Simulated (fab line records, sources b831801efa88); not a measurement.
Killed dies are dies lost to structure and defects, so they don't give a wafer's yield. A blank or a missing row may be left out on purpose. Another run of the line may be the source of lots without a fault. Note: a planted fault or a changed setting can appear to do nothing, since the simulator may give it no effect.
fab line records | flow sky130
record: lots: 13 wafers: 37 lastDay: 50
route steps=708 shown POLY_GATE@218 SD_P@324 LI_CONTACT@377
lots that met no fault: from a run of the same line without faults
startH: hours from the record's first day to the start of the lot's first wafer shown | waitH: hours from the lot's prior step to this one | " identical to the entry in the row above | L1.1+2: a row that stands for several wafers | - value missing, or start not given | * or withheld: withheld | < > ~ a bound
route shown NAME@n: a module of which the file shows steps, and the number in the route of the first | usual: average and standard deviation across the fault-free wafers | same: alike in all rows | chamber/n: place in a boat | sites: each site's reading | _std_site: how widely they spread, as a standard deviation | _edge_site: mean of outer sites minus mean of inner sites | radiusMm: for every site, how far away it sits from the centre of the wafer | mask NAME#n: copy n | behind: the last tool/chamber to shape the wafer | hold: what put the lot on hold/how long, in hours/how the hold closed | device: the transistor (n, p or np) that didn't switch | end of line: the route-end tests of the same wafers | for a step that has no rows: nothing shown but its recipe | killed: the dies lost at the first sort to structure and to defects; this is not the yield of the wafer | map: a wafer's dies, x killed, . not, _ none there
set.NAME: setting as actually run; set.NAME@STEP: the setting as run at that earlier step | model.NAME: the simulator's own value behind a step, which no gauge read
steps of the route over a sample of lots; a table a step, a row a wafer
services: when a tool's chamber went out of use (startH, in hours from the record's first day, below 0 if earlier), for how many hours, and the reason
== steps ==
step: SKY_POLY_GATE_THK_MEAS_04
recipe: reads: Si3N4_of_POLY_GATE_CVD_03
usual: POLY_GATE_CVD_03_THK: 74.9/0.47
columns lot.wafer tool chamber startH waitH POLY_GATE_CVD_03_THK[nm]
L704.1 filmMetro-03 - 332.64 0.0 74.4
L704.2 " - " " 74.4
L704.3 " - " " 74.9
L705.1 filmMetro-02 - 348.66 0.0 74.9
L705.2 " - " " 74.8
L705.6 " - " " 74.6
L708.2 filmMetro-04 - 370.34 0.0 75.8
L708.4 " - " " 75.1
L708.6 " - " " 75.5
L709.2 filmMetro-02 - 374.71 0.0 74.8
L709.3 " - " " 74.7
L709.4 " - " " 74.9
L710.1 filmMetro-02 - 393.74 0.0 74.5
L710.2 " - " " 74.5
L710.4 " - " " 74.5
L711.1 filmMetro-02 - 403.67 0.0 75.0
L711.4 " - " " 74.5
L711.5 " - " " 75.3
L712.1 filmMetro-02 - 406.82 0.0 74.4
L712.5 " - " " 73.9
L712.6 " - " " 73.9
L713.1 filmMetro-03 - 416.56 0.0 74.8
L713.4 " - " " 74.4
L713.5 " - " " 74.3
L716.3 filmMetro-04 - 456.77 0.0 74.8
L716.4 " - " " 75.5
L717.1 filmMetro-03 - 464.04 0.0 75.0
L717.2 " - " " 75.3
L725.2 filmMetro-04 - 521.39 0.0 75.1
L725.5 " - " " 74.6
L725.6 " - " " 75.1
L724.3 filmMetro-03 - 527.15 0.0 74.5
L724.5 " - " " 75.2
L724.6 " - " " 74.9
L727.2 filmMetro-03 - 537.49 0.0 74.7
L727.3 " - " " 74.6
L727.5 " - " " 74.3
step: SKY_POLY_GATE_ETCH_15
recipe: chemistry: N2/H2 target: BARC ionEnergyEv: 200 sourceW: 500 biasW: 100 pressureMtorr: 30 n2FlowSccm: 100 h2FlowSccm: 200 stopOn: SiO2 timeS: 118.5 targetDepthA: 1100
usual: drypumpMotorCurrentA: 5.6/0.36 oesProductAu: 0.718/0.0044 throttleValvePct: 13.212/0.0094
columns lot.wafer tool chamber startH waitH drypumpMotorCurrentA oesProductAu rfHoursCounterH throttleValvePct
L704.1 rieDiel-03 0 360.43 0.0 5.8 0.713 15 13.222
L704.2 " 2 " " 5.4 0.726 7 13.213
L704.3 " 1 " " 5.6 0.719 11 13.220
L705.1 rieDiel-03 2 376.56 0.0 5.4 0.719 8 13.226
L705.2 " 3 " " 5.9 0.720 4 13.211
L705.6 " 0 " " 5.9 0.715 - 13.216
L708.2 rieDiel-02 1 399.29 0.0 4.9 0.720 0 13.206
L708.4 " 3 " " 5.6 0.724 2 13.224
L708.6 " 1 " " 5.0 0.721 - 13.206
L709.2 rieDiel-01 1 404.03 0.0 5.0 0.721 13 13.215
L709.3 " 2 " " 5.8 0.722 99 13.210
L709.4 " 3 " " 6.1 0.712 106 13.210
L710.1 rieDiel-01 2 423.59 0.0 5.8 0.716 99 13.217
L710.2 " 1 " " 5.0 0.720 14 13.204
L710.4 " 3 " " 6.1 0.720 106 13.200
L711.1 rieDiel-03 1 434.38 0.0 5.6 0.715 13 13.197
L711.4 " 3 " " 6.0 0.723 5 13.225
L711.5 " 1 " " 5.6 0.708 - 13.219
L712.1 rieDiel-01 2 437.29 0.0 5.8 0.719 100 13.198
L712.5 " 1 " " 5.0 0.717 - 13.197
L712.6 " 0 " " 6.0 0.720 - 13.219
L713.1 rieDiel-02 2 446.83 0.0 5.7 0.723 6 13.208
L713.4 " 1 " " 4.9 0.722 1 13.212
L713.5 " 0 " " 5.8 0.713 - 13.208
L716.3 rieDiel-03 3 488.39 0.0 6.0 0.723 6 13.216
L716.4 " 1 " " 5.6 0.717 14 13.226
L717.1 rieDiel-01 3 495.23 0.0 6.1 0.721 1 13.221
L717.2 " 1 " " 5.0 0.716 15 13.205
L725.2 rieDiel-02 1 551.63 0.0 5.0 0.712 3 13.199
L725.5 " 1 " " 4.9 0.716 - 13.197
L725.6 " 0 " " 5.7 0.714 - 13.216
L724.3 rieDiel-02 3 556.61 0.0 5.6 0.716 5 13.216
L724.5 " 3 " " 5.6 0.713 - 13.220
L724.6 " 0 " " 5.8 0.723 - 13.227
L727.2 rieDiel-01 1 566.69 0.0 5.0 0.710 17 13.203
L727.3 " 0 " " 6.0 0.716 4 13.194
L727.5 " 3 " " 6.1 0.708 - 13.209
step: SKY_SD_P_EXPOSE_04
recipe: maskId: PSDM na: 0.6 sourceShape: conventional sigmaOuter: 0.6 polarization: unpolarized targetCdNm: 380 doseMj: 138
columns lot.wafer tool chamber startH waitH mask
L704.1+2+3 ilineStepper-01 0 563.98 - PSDM#0
L705.1+2+6 ilineStepper-02 0 578.48 - PSDM#0
L708.2+4+6 ilineStepper-01 0 619.77 - PSDM#0
L709.2+3+4 ilineStepper-02 0 620.13 - PSDM#0
L710.1+2+4 ilineStepper-02 0 627.86 - PSDM#0
L711.1+4+5 ilineStepper-01 0 633.63 - PSDM#0
L712.1+5+6 ilineStepper-02 0 637.66 - PSDM#0
L713.1+4+5 ilineStepper-01 0 645.71 - PSDM#0
L716.3+4 ilineStepper-01 0 684.60 - PSDM#0
L717.1+2 ilineStepper-01 0 689.01 - PSDM#0
L725.2+5+6 ilineStepper-02 0 742.02 - PSDM#0
L724.3+5+6 ilineStepper-02 0 745.18 - PSDM#0
L727.2+3+5 ilineStepper-01 0 756.57 - PSDM#0
step: SKY_SD_P_CD_MEAS_07
recipe: targetCdNm: 380
usual: cdNm: 380.1/2.6
columns lot.wafer tool chamber startH waitH cdNm
L704.1 cdSem-01 - 577.39 0.1 377.9
L704.2 " - " " 376.5
L704.3 " - " " 376.6
L705.1 cdSem-01 - 593.56 0.1 381.6
L705.2 " - " " 382.5
L705.6 " - " " 380.6
L708.2 cdSem-02 - 634.08 0.1 380.7
L708.4 " - " " 378.6
L708.6 " - " " 379.0
L709.2 cdSem-02 - 634.56 0.1 384.5
L709.3 " - " " 386.0
L709.4 " - " " 385.1
L710.1 cdSem-02 - 641.31 0.1 383.0
L710.2 " - " " 383.6
L710.4 " - " " 384.3
L711.1 cdSem-02 - 647.11 0.1 379.1
L711.4 " - " " 380.1
L711.5 " - " " 380.6
L712.1 cdSem-01 - 651.79 0.1 378.3
L712.5 " - " " 377.8
L712.6 " - " " 378.9
L713.1 cdSem-02 - 659.41 0.1 377.1
L713.4 " - " " 379.2
L713.5 " - " " 376.1
L716.3 cdSem-02 - 698.48 0.1 363.3
L716.4 " - " " 379.3
L717.1 cdSem-02 - 702.56 0.1 362.1
L717.2 " - " " 378.1
L725.2 cdSem-02 - 754.68 0.1 376.8
L725.5 " - " " 376.4
L725.6 " - " " 378.5
L724.3 cdSem-02 - 757.83 0.1 382.0
L724.5 " - " " 383.3
L724.6 " - " " 381.3
L727.2 cdSem-01 - 769.61 0.1 378.3
L727.3 " - " " 377.5
L727.5 " - " " 376.6
step: SKY_LI_CONTACT_ETCH_15
recipe: target: PSG chemistry: C4F8/O2/Ar stopOn: Si taperDeg: 4.15 maskMaterial: KrF-thick sourceW: 1500 biasW: 1200 pressureMtorr: 40 c4f8FlowSccm: withheld O2_flow_sccm: 6 Ar_flow_sccm: 300 timeS: withheld targetDepthA: 6000
usual: oesProductAu: 0.837/0.0044
columns lot.wafer tool chamber startH waitH oesProductAu
L704.1 rieDiel-02 3 665.94 0.0 0.838
L704.2 " 1 " " 0.833
L704.3 " 0 " " 0.839
L705.1 rieDiel-03 3 679.71 0.0 0.833
L705.2 " 0 " " 0.844
L705.6 " 2 " " 0.841
L708.2 rieDiel-02 3 721.41 0.0 0.835
L708.4 " 2 " " 0.835
L708.6 " 3 " " 0.838
L709.2 rieDiel-03 1 722.41 0.0 0.834
L709.3 " 0 " " 0.834
L709.4 " 2 " " 0.834
L710.1 rieDiel-02 2 727.94 0.0 0.845
L710.2 " 1 " " 0.834
L710.4 " 3 " " 0.851
L711.1 rieDiel-04 1 733.42 0.0 0.844
L711.4 " 2 " " 0.838
L711.5 " 0 " " 0.834
L712.1 rieDiel-02 0 734.97 0.0 0.841
L712.5 " 0 " " 0.836
L712.6 " 1 " " 0.841
L713.1 rieDiel-04 1 744.26 0.0 0.837
L713.4 " 3 " " 0.838
L713.5 " 0 " " 0.837
L716.3 rieDiel-04 2 782.92 0.0 0.834
L716.4 " 1 " " 0.834
L717.1 rieDiel-04 3 786.62 0.0 0.842
L717.2 " 2 " " 0.843
L725.2 rieDiel-02 0 836.59 0.0 0.829
L725.5 " 2 " " 0.844
L725.6 " 1 " " 0.837
L724.3 rieDiel-04 2 839.94 0.0 0.833
L724.5 " 1 " " 0.838
L724.6 " 0 " " 0.847
L727.2 rieDiel-03 0 850.26 0.0 0.838
L727.3 " 2 " " 0.835
L727.5 " 2 " " 0.831
== services ==
columns tool chamber startH hours kind
ilineStepper-01 - 341.64 29.1 repair
rieDiel-02 3 343.83 13.0 repair
ilineStepper-01 - 370.71 4.4 pm
rieDiel-02 3 371.19 2.0 repair
rieDiel-02 - 404.42 1.4 repair
rieDiel-02 2 429.92 5.2 repair
ilineStepper-01 - 433.33 0.6 repair
rieDiel-03 0 444.98 1.3 repair
ilineStepper-01 - 474.02 1.7 pm
rieDiel-03 - 478.61 2.0 repair
rieDiel-02 1 488.44 10.0 repair
rieDiel-03 - 490.21 1.1 repair
ilineStepper-02 - 499.30 1.7 pm
rieDiel-03 - 541.53 0.6 repair
rieDiel-02 - 558.54 14.6 pm
rieDiel-03 0 567.84 14.6 repair
rieDiel-02 - 578.68 0.2 repair
rieDiel-02 2 608.50 15.4 repair
ilineStepper-01 - 692.12 1.7 pm
rieDiel-02 0 716.25 9.9 repair
rieDiel-02 - 799.46 1.2 repair
ilineStepper-01 - 831.69 8.9 repair
rieDiel-02 2 838.16 132.0 repair
ilineStepper-01 - 844.67 12.8 repair
== key ==
firstSign: step: SKY_SD_P_CD_MEAS_07 reading: cdNm direction: down sigmas: 6.8 usual: 380.1 struck: 362.7
effect none on later readings
metAt SKY_SD_P_EXPOSE_04
struckLots L716,L717
struckWafers L716.3,L717.1
testerLeftOut L716,L717
notActingAt SKY_POLY_GATE_THK_MEAS_04,SKY_POLY_GATE_ETCH_15,SKY_LI_CONTACT_ETCH_15
onsetBetween 645.71 684.60
fault: kind: processParameterDrift tool: ilineStepper-01 chamber: - onsetH: 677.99 steps: SKY_SD_P_EXPOSE_04 channel: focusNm offset: 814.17 shape: step endH: 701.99 scope: struckWafersOnly
testerLeftOut: of these lots the tester's yield and bins aren't shown, on N5 and GAA mostly nor the transistor test; their killed dies are dies lost to structure and defects alone, not to doping, threshold or leakage, so they don't give the yield
